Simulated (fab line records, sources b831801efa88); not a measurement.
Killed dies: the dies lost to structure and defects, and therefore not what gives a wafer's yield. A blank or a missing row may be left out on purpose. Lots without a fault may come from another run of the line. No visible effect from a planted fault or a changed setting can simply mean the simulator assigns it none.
A lot that was struck, set against a sound lot    flow sky130    17 steps out of a route of 708
Sound: these wafers, L654.2, L654.4, L654.6. Struck: wafers L638.3, L638.6. (L638.2 of the same lot was not struck and is left out.) The cause comes at the end.
Per side, at each step with rows, come the tool, then ch with its chambers, and then its first start. Under that, the readings that differ: sound wafers    struck wafers    difference of the means    sigmas: that difference in standard deviations of wafers without a fault.
alike: a reading whose means differ by less than 2 such deviations, as well as words and numbers matching on both sides. not compared: withheld readings; readings where some wafer has no value; bounds like >300 that might hide an equal value; numbers whose values overlap and for which the record gives no deviation.
The two part at a step that has a row with sigmas, a row that says differs or no value, or rows on one side only. When numbers do not overlap yet have no deviation, they are printed without sigmas and do not part them. Lack of a reading on every wafer of one side parts them only where that side has two or more wafers.

first, 2 steps without rows for these wafers: SKY_LOCAL_INTERCONNECT_PEB_09; SKY_LOCAL_INTERCONNECT_DEVELOP_10 (develop time 60 s).
SKY_LOCAL_INTERCONNECT_CD_MEAS_11: the cd target is 170 nm.
  sound on cd-sem-02, day 36 23:16; struck on cd-sem-02, day 31 14:59
  alike: cd-nm
SKY_LOCAL_INTERCONNECT_OVL_MEAS_12:
  sound on overlay-01, day 36 23:22; struck on overlay-01, day 31 15:06
  alike: LOCAL_INTERCONNECT_OVL
SKY_LOCAL_INTERCONNECT_ETCH_13: etches BARC in N2/H2, stops on SiO2, time 45.9 s, target depth 60 nm.
  sound on rie-metal-03 ch 0,1, day 36 23:24; struck on rie-metal-03 ch 0,1, day 31 15:08
  alike: drypump-motor-current-A, oes-product-au, throttle-valve-pct
  not compared: rf-hours-counter-h
SKY_LOCAL_INTERCONNECT_METAL_ETCH_14: etches TiN in Cl2/BCl3, stops on PSG, target depth 110 nm, time 31.4 s.
  sound on rie-metal-03 ch 0,1, day 36 23:28; struck on rie-metal-03 ch 0,1, day 31 15:11
  alike: drypump-motor-current-A, oes-product-au, throttle-valve-pct
  not compared: rf-hours-counter-h
SKY_LOCAL_INTERCONNECT_STRIP_15: strips in O2/N2.
  sound on plasma-asher-01 ch 0,1, day 36 23:31; struck on plasma-asher-03 ch 0, day 31 15:14
reading                sound              struck       difference  sigmas
oes-product-au (a.u.)  0.425 0.431 0.423  0.437 0.434  +0.009      +2
  alike: drypump-motor-current-A, strip-time-to-endpoint-s
  not compared: rf-hours-counter-h
then, 3 steps without rows for these wafers: SKY_LOCAL_INTERCONNECT_STRIP_16 (strips in post etch residue remover, time 1200 s); SKY_LOCAL_INTERCONNECT_CLEAN_17 (cleans in IPA, time 180 s); SKY_LOCAL_INTERCONNECT_CLEAN_18 (cleans in O3/DIW).
SKY_CONTACT_CVD_00: deposits Si3N4, target thk 75 nm.
  sound on pecvd-03 ch 0,1,2, day 37 00:09; struck on pecvd-04 ch 0, day 31 15:50
  alike: heater-power-w
SKY_CONTACT_THK_MEAS_01:
  sound on film-metro-04, day 37 00:11; struck on film-metro-03, day 31 15:53
  alike: CONTACT_CVD_00_THK
SKY_CONTACT_HDPCVD_02: deposits SiO2, target thk 565 nm, time 94.2 s.
  sound on hdpcvd-02 ch 0,1, day 37 00:14; struck on hdpcvd-02 ch 1, day 31 15:56
reading                                      sound              struck       difference  sigmas
sih4-flow-sccm (sccm)                        59.90 59.79 59.82  47.84 48.07  -11.88      -63
model.SiO2_of_CONTACT_HDPCVD_02.thk-nm (nm)  559.5 555.8 565.4  449.3 452.4  -109.4      
SKY_CONTACT_THK_MEAS_03:
  sound on film-metro-03, day 37 00:19; struck on film-metro-01, day 31 16:01
reading                  sound        struck   difference  sigmas
CONTACT_HDPCVD_THK (nm)  560 556 565  449 452  -110        -17
SKY_CONTACT_CMP_04: polishes SiO2.
  sound on cmp-01 ch 0,1,3, day 37 00:25; struck on cmp-01 ch 1,3, day 31 16:16
reading                 sound     struck  difference  sigmas
time-to-endpoint-s (s)  83 79 81  33 35   -47         -13
  alike: motor-current-A
SKY_CONTACT_BOW_MEAS_05:
  sound on film-metro-03, day 37 00:41; struck on film-metro-01, day 31 16:35
  alike: CONTACT_BOW
-- the record jumps here: 15 days lie between the struck wafers' starts before and after (it left off in module CONTACT and takes up again in module PAD_OPEN, whose first step shown is number 708 of the route) --
SKY_PAD_OPEN_PROBE_99:
  sound on prober-02, day 50 13:45; struck on prober-02, day 46 17:54
  alike: killed_at_M0_to_M3, killed_at_M4_up, killed-at-contacts, killed-at-front-end, killed-at-other, killed-dies, killed-open, killed-short

WHERE THEY PART
First at SKY_LOCAL_INTERCONNECT_STRIP_15; last, within this record, at SKY_CONTACT_CMP_04. Later steps at which nothing parts them and some readings are alike: SKY_CONTACT_BOW_MEAS_05, SKY_PAD_OPEN_PROBE_99.

WHY: what had been put in by the simulator
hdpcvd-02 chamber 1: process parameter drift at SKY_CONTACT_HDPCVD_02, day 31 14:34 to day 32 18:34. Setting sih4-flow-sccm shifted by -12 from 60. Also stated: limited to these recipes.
